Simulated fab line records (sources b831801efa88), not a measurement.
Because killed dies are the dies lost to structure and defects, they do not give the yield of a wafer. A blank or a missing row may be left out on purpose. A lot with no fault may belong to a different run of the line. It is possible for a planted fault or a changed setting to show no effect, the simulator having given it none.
fab line records	flow gf180mcu
[record] lots = 24	wafers = 72	lastDay = 34
route steps=602 shown V2@405 M4@458 V4@490 MIM@512 V5@544
lots that met no fault: taken from a fault-free run of the same line
startH: hours from the record's opening day to when the first of the lot's shown wafers began	waitH: hours from the lot's prior step to this one	" as in the row above	L1.1+2: a row that stands for several wafers	- no value, or no start was given	* or withheld: withheld	< > ~ a bound
route shown NAME@n: a module of which the file shows steps, and the number in the route of the first	usual: mean and standard deviation over wafers with no fault	same: alike in all rows	chamber/n: place in a boat	sites: per-site readings	_std_site: their standard deviation	_edge_site: mean of outer sites minus mean of inner sites	radiusMm: for every site, how far away it sits from the centre of the wafer	mask NAME#n: copy n	behind: the most recent tool/chamber to have shaped the wafer	hold: why the lot went on hold/how many hours it stayed there/how the hold came to an end	device: whichever transistor did not switch (one of n, p or np)	end of line: tests of these same wafers at the route's end	a step given without rows: its recipe and nothing more	killed: the dies lost at the first sort to structure and to defects; this is not the yield of the wafer	map: per-die view of a wafer (x killed, . not killed, _ where there is no die)
set.NAME: setting as actually run; set.NAME@STEP: the setting as run at that earlier step	model.NAME: the simulator's own value behind a step, which no gauge read
a sample of lots followed through the steps of the route, with each step as a table and each wafer as a row
services: when a tool's chamber went out of use (startH, in hours from the record's first day, below 0 if earlier), for how many hours, and the reason
[[steps]]
[step GF_V2_CVD_23]
[recipe] material = W	targetThkNm = 350	timeS = 104.94	tempC = 400	pressureTorr = 40
[usual] heaterPowerW = 915/94
lot.wafer	tool	chamber	startH	waitH	heaterPowerW
L074.3	cvdW-02	1	464.45	0.1	931
L074.4	"	0	"	"	981
L074.6	"	1	"	"	991
L075.1	cvdW-02	0	474.60	0.0	985
L075.2	"	1	"	"	961
L075.4	"	0	"	"	983
L076.1	cvdW-02	1	487.90	0.0	965
L076.3	"	1	"	"	937
L076.4	"	1	"	"	969
L077.1	cvdW-01	1	497.70	0.0	711
L077.2	"	0	"	"	907
L077.6	"	1	"	"	697
L079.1	cvdW-02	0	509.65	0.0	985
L079.2	"	1	"	"	985
L079.4	"	0	"	"	963
L078.2	cvdW-01	0	511.88	0.0	905
L078.4	"	1	"	"	700
L078.5	"	1	"	"	727
L080.1	cvdW-02	1	524.64	0.0	948
L080.2	"	0	"	"	987
L080.5	"	1	"	"	941
L081.1	cvdW-01	0	528.64	0.0	887
L081.5	"	0	"	"	908
L081.6	"	1	"	"	708
L082.1	cvdW-02	0	532.48	0.0	972
L082.4	"	1	"	"	951
L082.5	"	1	"	"	947
L083.2	cvdW-02	1	541.63	0.0	963
L083.4	"	1	"	"	953
L083.6	"	1	"	"	949
L084.3	cvdW-02	0	555.13	0.1	992
L084.4	"	1	"	"	948
L084.6	"	1	"	"	922
L085.4	cvdW-02	0	563.79	0.1	994
L085.5	"	0	"	"	1009
L085.6	"	1	"	"	985
L086.2	cvdW-02	0	566.59	0.0	966
L086.5	"	1	"	"	959
L086.6	"	0	"	"	974
L087.2	cvdW-02	1	579.13	0.0	935
L087.3	"	0	"	"	951
L087.5	"	1	"	"	958
L088.1	cvdW-02	1	586.08	0.0	985
L088.4	"	0	"	"	978
L088.6	"	0	"	"	991
L089.1	cvdW-02	1	590.85	0.0	954
L089.2	"	0	"	"	1003
L089.4	"	0	"	"	1005
L090.2	cvdW-01	1	598.28	0.0	725
L090.5	"	0	"	"	897
L090.6	"	1	"	"	716
L091.2	cvdW-02	0	611.36	0.0	981
L091.4	"	1	"	"	948
L091.5	"	1	"	"	946
L092.1	cvdW-02	0	616.20	0.0	996
L092.5	"	0	"	"	980
L092.6	"	1	"	"	948
L093.2	cvdW-01	1	621.86	0.0	732
L093.3	"	1	"	"	698
L093.5	"	1	"	"	720
L094.3	cvdW-01	1	630.05	0.1	731
L094.4	"	0	"	"	915
L094.5	"	1	"	"	722
L095.1	cvdW-02	1	635.92	0.0	971
L095.2	"	0	"	"	980
L095.4	"	0	"	"	976
L096.1	cvdW-01	1	647.84	0.0	715
L096.2	"	0	"	"	925
L096.6	"	0	"	"	918
L097.2	cvdW-01	0	652.75	0.0	901
L097.3	"	1	"	"	713
L097.5	"	1	"	"	703
[step GF_M4_SPUTTER_02]
[recipe] material = AlCu	targetThkNm = 450	powerW = 10600	timeS = 23.9	chamberPressurePa = 0.4
[usual] throttleValvePct = 29.7/1.4
lot.wafer	tool	chamber	startH	waitH	throttleValvePct
L074.3	pvdSputter-02	-	516.03	0.0	32.1
L074.4	"	-	"	"	29.1
L074.6	"	-	"	"	28.8
L075.1	pvdSputter-01	-	525.82	0.0	28.1
L075.2	"	-	"	"	28.3
L075.4	"	-	"	"	29.5
L076.1	pvdSputter-02	-	539.35	0.0	32.1
L076.3	"	-	"	"	29.2
L076.4	"	-	"	"	30.1
L077.1	pvdSputter-01	-	547.67	0.0	28.3
L077.2	"	-	"	"	28.1
L077.6	"	-	"	"	28.4
L079.1	pvdSputter-02	-	558.73	0.0	28.7
L079.2	"	-	"	"	30.3
L079.4	"	-	"	"	32.0
L078.2	pvdSputter-01	-	562.53	0.0	31.8
L078.4	"	-	"	"	27.8
L078.5	"	-	"	"	27.8
L080.1	pvdSputter-04	-	573.05	0.0	27.9
L080.2	"	-	"	"	31.3
L080.5	"	-	"	"	31.2
L081.1	pvdSputter-01	-	576.21	0.0	31.8
L081.5	"	-	"	"	31.8
L081.6	"	-	"	"	29.6
L082.1	pvdSputter-01	-	581.31	0.0	29.4
L082.4	"	-	"	"	27.9
L082.5	"	-	"	"	28.0
L083.2	pvdSputter-01	-	590.01	0.0	31.8
L083.4	"	-	"	"	28.3
L083.6	"	-	"	"	28.1
L084.3	pvdSputter-04	-	602.69	0.0	31.6
L084.4	"	-	"	"	30.9
L084.6	"	-	"	"	27.7
L085.4	pvdSputter-01	-	611.05	0.0	29.5
L085.5	"	-	"	"	31.8
L085.6	"	-	"	"	29.5
L086.2	pvdSputter-01	-	613.96	0.0	29.6
L086.5	"	-	"	"	28.4
L086.6	"	-	"	"	29.7
L087.2	pvdSputter-04	-	624.90	0.0	31.0
L087.3	"	-	"	"	30.4
L087.5	"	-	"	"	30.8
L088.1	pvdSputter-02	-	631.90	0.0	32.2
L088.4	"	-	"	"	29.1
L088.6	"	-	"	"	32.1
L089.1	pvdSputter-02	-	636.37	0.0	29.1
L089.2	"	-	"	"	32.2
L089.4	"	-	"	"	29.2
L090.2	pvdSputter-01	-	643.19	0.0	31.9
L090.5	"	-	"	"	28.1
L090.6	"	-	"	"	32.0
L091.2	pvdSputter-01	-	656.10	0.0	29.6
L091.4	"	-	"	"	28.0
L091.5	"	-	"	"	28.2
L092.1	pvdSputter-01	-	659.65	0.0	28.2
L092.5	"	-	"	"	29.5
L092.6	"	-	"	"	28.3
L093.2	pvdSputter-02	-	666.48	0.0	30.4
L093.3	"	-	"	"	32.2
L093.5	"	-	"	"	28.9
L094.3	pvdSputter-04	-	672.87	0.0	31.8
L094.4	"	-	"	"	31.2
L094.5	"	-	"	"	27.9
L095.1	pvdSputter-04	-	679.27	0.0	28.0
L095.2	"	-	"	"	31.1
L095.4	"	-	"	"	31.6
L096.1	pvdSputter-02	-	691.31	0.0	30.1
L096.2	"	-	"	"	29.1
L096.6	"	-	"	"	28.9
L097.2	pvdSputter-02	-	695.41	0.0	29.0
L097.3	"	-	"	"	29.0
L097.5	"	-	"	"	32.2
[step GF_V4_CD_MEAS_14]
[recipe] targetCdNm = 260
[usual] cdNm = 259.8/1.4
lot.wafer	tool	chamber	startH	waitH	cdNm
L074.3	cdSem-02	-	563.16	0.1	259.3
L074.4	"	-	"	"	260.8
L074.6	"	-	"	"	260.1
L075.1	cdSem-01	-	571.42	0.1	259.4
L075.2	"	-	"	"	260.1
L075.4	"	-	"	"	260.1
L076.1	cdSem-02	-	584.18	0.1	258.7
L076.3	"	-	"	"	258.1
L076.4	"	-	"	"	257.3
L077.1	cdSem-02	-	592.98	0.1	260.9
L077.2	"	-	"	"	259.4
L077.6	"	-	"	"	261.1
L079.1	cdSem-01	-	603.38	0.1	257.3
L079.2	"	-	"	"	257.3
L079.4	"	-	"	"	256.5
L078.2	cdSem-01	-	606.47	0.1	259.7
L078.4	"	-	"	"	259.6
L078.5	"	-	"	"	259.4
L080.1	cdSem-02	-	617.53	0.1	260.3
L080.2	"	-	"	"	260.9
L080.5	"	-	"	"	259.5
L081.1	cdSem-01	-	619.98	0.1	257.6
L081.5	"	-	"	"	257.5
L081.6	"	-	"	"	257.8
L082.1	cdSem-01	-	625.53	0.1	258.7
L082.4	"	-	"	"	259.1
L082.5	"	-	"	"	258.1
L083.2	cdSem-01	-	633.40	0.1	258.8
L083.4	"	-	"	"	258.7
L083.6	"	-	"	"	258.2
L084.3	cdSem-02	-	644.77	0.1	262.1
L084.4	"	-	"	"	260.3
L084.6	"	-	"	"	262.1
L085.4	cdSem-01	-	652.53	0.1	262.3
L085.5	"	-	"	"	260.5
L085.6	"	-	"	"	261.0
L086.2	cdSem-01	-	655.70	0.1	259.6
L086.5	"	-	"	"	258.3
L086.6	"	-	"	"	258.3
L087.2	cdSem-02	-	665.37	0.1	259.6
L087.3	"	-	"	"	260.0
L087.5	"	-	"	"	260.4
L088.1	cdSem-02	-	673.43	0.1	260.0
L088.4	"	-	"	"	261.6
L088.6	"	-	"	"	261.0
L089.1	cdSem-02	-	677.02	0.1	260.2
L089.2	"	-	"	"	260.7
L089.4	"	-	"	"	260.7
L090.2	cdSem-01	-	683.94	0.1	260.1
L090.5	"	-	"	"	259.9
L090.6	"	-	"	"	260.6
L091.2	cdSem-02	-	695.29	0.1	257.7
L091.4	"	-	"	"	257.8
L091.5	"	-	"	"	258.0
L092.1	cdSem-02	-	699.33	0.1	261.4
L092.5	"	-	"	"	261.7
L092.6	"	-	"	"	262.5
L093.2	cdSem-01	-	706.25	0.1	259.7
L093.3	"	-	"	"	258.1
L093.5	"	-	"	"	258.8
L094.3	cdSem-02	-	712.04	0.1	258.9
L094.4	"	-	"	"	259.8
L094.5	"	-	"	"	258.3
L095.1	cdSem-02	-	718.05	0.1	260.0
L095.2	"	-	"	"	260.6
L095.4	"	-	"	"	261.4
L096.1	cdSem-01	-	729.88	0.1	260.1
L096.2	"	-	"	"	260.3
L096.6	"	-	"	"	260.6
L097.2	cdSem-02	-	733.42	0.1	262.0
L097.3	"	-	"	"	261.2
L097.5	"	-	"	"	260.8
[step GF_V4_SPUTTER_22]
[recipe] material = TiN	targetThkNm = 10	chamberPressurePa = 5	powerW = 4000	timeS = 40
[usual] throttleValvePct = 29.9/1.4
lot.wafer	tool	chamber	startH	waitH	throttleValvePct
L074.3	pvdSputter-01	-	564.01	0.0	31.6
L074.4	"	-	"	"	28.0
L074.6	"	-	"	"	28.5
L075.1	pvdSputter-03	-	572.30	0.0	31.5
L075.2	"	-	"	"	30.0
L075.4	"	-	"	"	30.3
L076.1	pvdSputter-04	-	585.07	0.0	31.7
L076.3	"	-	"	"	27.8
L076.4	"	-	"	"	30.4
L077.1	pvdSputter-03	-	593.90	0.0	31.2
L077.2	"	-	"	"	30.2
L077.6	"	-	"	"	30.1
L079.1	pvdSputter-01	-	604.26	0.0	31.8
L079.2	"	-	"	"	28.1
L079.4	"	-	"	"	28.1
L078.2	pvdSputter-01	-	607.33	0.0	27.9
L078.4	"	-	"	"	28.3
L078.5	"	-	"	"	31.7
L080.1	pvdSputter-01	-	618.42	0.0	28.0
L080.2	"	-	"	"	28.5
L080.5	"	-	"	"	28.0
L081.1	pvdSputter-03	-	620.86	0.0	30.0
L081.5	"	-	"	"	30.2
L081.6	"	-	"	"	30.2
L082.1	pvdSputter-03	-	626.41	0.0	31.6
L082.4	"	-	"	"	30.3
L082.5	"	-	"	"	30.2
L083.2	pvdSputter-01	-	634.29	0.0	31.6
L083.4	"	-	"	"	29.5
L083.6	"	-	"	"	29.6
L084.3	pvdSputter-04	-	645.61	0.0	31.3
L084.4	"	-	"	"	31.3
L084.6	"	-	"	"	27.7
L085.4	pvdSputter-01	-	653.38	0.0	28.3
L085.5	"	-	"	"	28.2
L085.6	"	-	"	"	29.6
L086.2	pvdSputter-04	-	656.59	0.0	27.8
L086.5	"	-	"	"	31.6
L086.6	"	-	"	"	27.8
L087.2	pvdSputter-04	-	666.27	0.0	31.2
L087.3	"	-	"	"	28.0
L087.5	"	-	"	"	30.5
L088.1	pvdSputter-03	-	674.31	0.0	30.4
L088.4	"	-	"	"	31.4
L088.6	"	-	"	"	30.3
L089.1	pvdSputter-04	-	677.90	0.0	28.0
L089.2	"	-	"	"	31.0
L089.4	"	-	"	"	30.5
L090.2	pvdSputter-01	-	684.80	0.0	28.2
L090.5	"	-	"	"	28.3
L090.6	"	-	"	"	27.8
L091.2	pvdSputter-04	-	696.19	0.0	31.4
L091.4	"	-	"	"	31.2
L091.5	"	-	"	"	27.9
L092.1	pvdSputter-04	-	700.25	0.0	31.2
L092.5	"	-	"	"	31.4
L092.6	"	-	"	"	31.5
L093.2	pvdSputter-01	-	707.18	0.0	29.6
L093.3	"	-	"	"	27.8
L093.5	"	-	"	"	28.0
L094.3	pvdSputter-01	-	712.91	0.0	28.4
L094.4	"	-	"	"	31.5
L094.5	"	-	"	"	27.9
L095.1	pvdSputter-03	-	718.96	0.0	31.5
L095.2	"	-	"	"	30.0
L095.4	"	-	"	"	30.0
L096.1	pvdSputter-01	-	731.10	0.0	27.8
L096.2	"	-	"	"	28.0
L096.6	"	-	"	"	28.5
L097.2	pvdSputter-04	-	734.62	0.0	31.0
L097.3	"	-	"	"	31.5
L097.5	"	-	"	"	30.4
[step GF_MIM_SPUTTER_09]
[recipe] material = TiN	targetThkNm = 35	powerW = 6500	timeS = 29.2	chamberPressurePa = 0.4
[usual] throttleValvePct = 30.2/1.2
lot.wafer	tool	chamber	startH	waitH	throttleValvePct
L074.3	pvdSputter-04	-	565.02	0.0	30.5
L074.4	"	-	"	"	27.9
L074.6	"	-	"	"	27.8
L075.1	pvdSputter-03	-	573.42	0.0	30.1
L075.2	"	-	"	"	31.5
L075.4	"	-	"	"	30.2
L076.1	pvdSputter-03	-	586.08	0.0	30.0
L076.3	"	-	"	"	31.2
L076.4	"	-	"	"	29.9
L077.1	pvdSputter-04	-	595.13	0.0	31.8
L077.2	"	-	"	"	27.9
L077.6	"	-	"	"	30.5
L079.1	pvdSputter-03	-	605.27	0.0	29.8
L079.2	"	-	"	"	31.0
L079.4	"	-	"	"	30.4
L078.2	pvdSputter-03	-	608.34	0.0	30.1
L078.4	"	-	"	"	30.3
L078.5	"	-	"	"	30.6
L080.1	pvdSputter-04	-	619.43	0.0	30.4
L080.2	"	-	"	"	31.5
L080.5	"	-	"	"	30.6
L081.1	pvdSputter-03	-	621.87	0.0	30.0
L081.5	"	-	"	"	30.0
L081.6	"	-	"	"	31.6
L082.1	pvdSputter-04	-	627.42	0.0	31.4
L082.4	"	-	"	"	30.9
L082.5	"	-	"	"	28.1
L083.2	pvdSputter-02	-	635.30	0.0	29.0
L083.4	"	-	"	"	30.3
L083.6	"	-	"	"	28.9
L084.3	pvdSputter-02	-	646.62	0.0	29.1
L084.4	"	-	"	"	28.8
L084.6	"	-	"	"	30.2
L085.4	pvdSputter-03	-	654.39	0.0	30.3
L085.5	"	-	"	"	30.1
L085.6	"	-	"	"	30.2
L086.2	pvdSputter-04	-	657.60	0.0	31.5
L086.5	"	-	"	"	27.9
L086.6	"	-	"	"	31.6
L087.2	pvdSputter-02	-	667.28	0.0	29.1
L087.3	"	-	"	"	28.9
L087.5	"	-	"	"	30.3
L088.1	pvdSputter-02	-	675.32	0.0	30.1
L088.4	"	-	"	"	28.6
L088.6	"	-	"	"	28.8
L089.1	pvdSputter-03	-	678.93	0.0	31.3
L089.2	"	-	"	"	30.2
L089.4	"	-	"	"	30.1
L090.2	pvdSputter-02	-	685.83	0.0	29.9
L090.5	"	-	"	"	30.0
L090.6	"	-	"	"	29.0
L091.2	pvdSputter-04	-	697.20	0.0	27.7
L091.4	"	-	"	"	31.2
L091.5	"	-	"	"	27.9
L092.1	pvdSputter-04	-	701.26	0.0	27.8
L092.5	"	-	"	"	31.3
L092.6	"	-	"	"	27.9
L093.2	pvdSputter-03	-	708.19	0.0	29.8
L093.3	"	-	"	"	30.0
L093.5	"	-	"	"	31.3
L094.3	pvdSputter-04	-	713.92	0.0	31.7
L094.4	"	-	"	"	30.3
L094.5	"	-	"	"	30.3
L095.1	pvdSputter-02	-	720.23	0.0	32.2
L095.2	"	-	"	"	29.0
L095.4	"	-	"	"	29.0
L096.1	pvdSputter-02	-	732.58	0.0	28.9
L096.2	"	-	"	"	32.2
L096.6	"	-	"	"	28.9
L097.2	pvdSputter-04	-	735.76	0.0	27.6
L097.3	"	-	"	"	30.4
L097.5	"	-	"	"	31.4
[step GF_V5_CMP_04]
[recipe] material = SiO2	downForcePsi = 4	platenRpm = 60	padVelocityMS = 0.94248
[usual] motorCurrentA = 12.0/0.78	platenRpm = 60.00/0.042
lot.wafer	tool	chamber	startH	waitH	motorCurrentA	platenRpm
L074.4	cmp-01	0	610.14	0.0	10.9	59.91
L074.3	"	1	"	"	12.9	59.97
L074.6	"	1	"	"	13.2	60.00
L075.1	cmp-01	0	617.48	0.1	12.3	59.96
L075.2	"	2	"	"	11.1	60.02
L075.4	"	3	"	"	12.5	60.01
L076.4	cmp-02	3	629.40	0.0	11.4	59.90
L076.1	"	0	"	"	12.9	59.97
L076.3	"	1	"	"	12.6	59.98
L077.2	cmp-01	3	637.09	0.1	11.5	60.04
L077.1	"	1	"	"	13.5	59.95
L077.6	"	2	"	"	11.3	59.98
L079.2	cmp-01	3	647.04	0.0	11.9	59.97
L079.4	"	0	"	"	11.7	60.01
L079.1	"	2	"	"	11.8	60.02
L078.2	cmp-02	3	652.19	0.1	11.5	59.94
L078.4	"	0	"	"	13.2	59.97
L078.5	"	3	"	"	12.1	59.92
L080.2	cmp-01	0	660.44	0.0	11.5	59.96
L080.1	"	2	"	"	11.5	60.07
L080.5	"	1	"	"	13.1	59.98
L081.1	cmp-01	3	663.49	0.1	11.6	60.02
L081.6	"	1	"	"	13.0	60.01
L081.5	"	2	"	"	11.0	60.00
L082.4	cmp-02	2	669.00	0.3	11.7	60.04
L082.1	"	3	"	"	11.4	60.00
L082.5	"	1	"	"	13.2	60.02
L083.2	cmp-01	2	675.89	0.1	11.2	60.06
L083.4	"	3	"	"	11.9	59.97
L083.6	"	1	"	"	13.0	59.96
L084.4	cmp-02	0	686.75	0.1	12.8	60.07
L084.3	"	1	"	"	12.7	59.93
L084.6	"	3	"	"	12.2	60.00
L085.4	cmp-01	2	694.23	0.0	11.4	59.99
L085.5	"	2	"	"	11.5	60.03
L085.6	"	3	"	"	11.7	60.08
L086.2	cmp-02	1	696.97	0.2	12.6	60.07
L086.6	"	2	"	"	11.8	60.00
L086.5	"	3	"	"	12.1	60.08
L087.3	cmp-01	3	705.89	0.0	12.0	60.05
L087.2	"	2	"	"	11.9	59.98
L087.5	"	0	"	"	11.2	60.08
L088.4	cmp-02	2	714.11	0.0	11.6	59.95
L088.1	"	3	"	"	11.7	60.03
L088.6	"	2	"	"	11.9	59.98
L089.2	cmp-02	3	717.35	0.1	11.7	60.00
L089.1	"	0	"	"	13.2	59.97
L089.4	"	1	"	"	13.1	59.91
L090.2	cmp-01	2	724.24	0.2	11.6	60.05
L090.6	"	3	"	"	11.5	59.92
L090.5	"	0	"	"	11.0	59.98
L091.2	cmp-01	3	735.22	0.2	11.7	60.00
L091.4	"	1	"	"	12.9	60.00
L091.5	"	3	"	"	11.6	59.99
L092.1	cmp-01	2	738.56	0.4	12.2	59.94
L092.6	"	2	"	"	11.1	60.00
L092.5	"	3	"	"	12.6	60.04
L093.2	cmp-02	2	745.25	0.2	11.5	60.04
L093.3	"	1	"	"	13.3	60.06
L093.5	"	3	"	"	11.2	59.98
L094.4	cmp-01	0	749.79	0.1	12.1	60.00
L094.3	"	2	"	"	10.9	59.96
L094.5	"	0	"	"	11.4	60.04
L095.1	cmp-02	3	755.74	0.1	11.8	59.94
L095.4	"	0	"	"	13.3	59.98
L095.2	"	1	"	"	12.3	60.01
L096.2	cmp-02	1	767.89	0.0	13.5	60.00
L096.1	"	2	"	"	10.7	60.08
L096.6	"	1	"	"	13.1	59.97
L097.3	cmp-01	2	770.46	0.1	10.9	59.98
L097.2	"	3	"	"	11.8	59.99
L097.5	"	1	"	"	14.2	60.00
[[services]]
tool	chamber	startH	hours	kind
cmp-02	-	442.73	5.3	repair
cvdW-02	0	486.33	2.4	repair
cvdW-02	0	499.25	4.1	repair
pvdSputter-02	-	500.35	3.0	repair
cmp-01	-	502.23	0.8	repair
pvdSputter-02	-	532.79	3.6	repair
pvdSputter-03	-	541.90	1.8	repair
pvdSputter-01	-	554.94	5.0	repair
pvdSputter-02	-	561.35	1.7	repair
pvdSputter-03	-	578.31	3.4	repair
pvdSputter-03	-	586.93	3.3	repair
cmp-01	-	590.12	12.5	pm
pvdSputter-03	-	597.19	5.2	repair
cvdW-02	-	609.86	0.9	repair
pvdSputter-03	-	612.64	1.7	repair
cvdW-02	-	613.99	1.6	repair
cmp-01	-	667.20	4.1	pm
pvdSputter-03	-	704.84	3.0	repair
cmp-01	-	715.70	4.3	repair
pvdSputter-03	-	720.61	24.3	repair
cmp-01	-	731.08	0.8	repair
pvdSputter-02	-	740.74	24.6	repair
cmp-01	-	744.44	4.0	pm
cvdW-02	-	746.96	0.5	repair
[[key]]
fault none
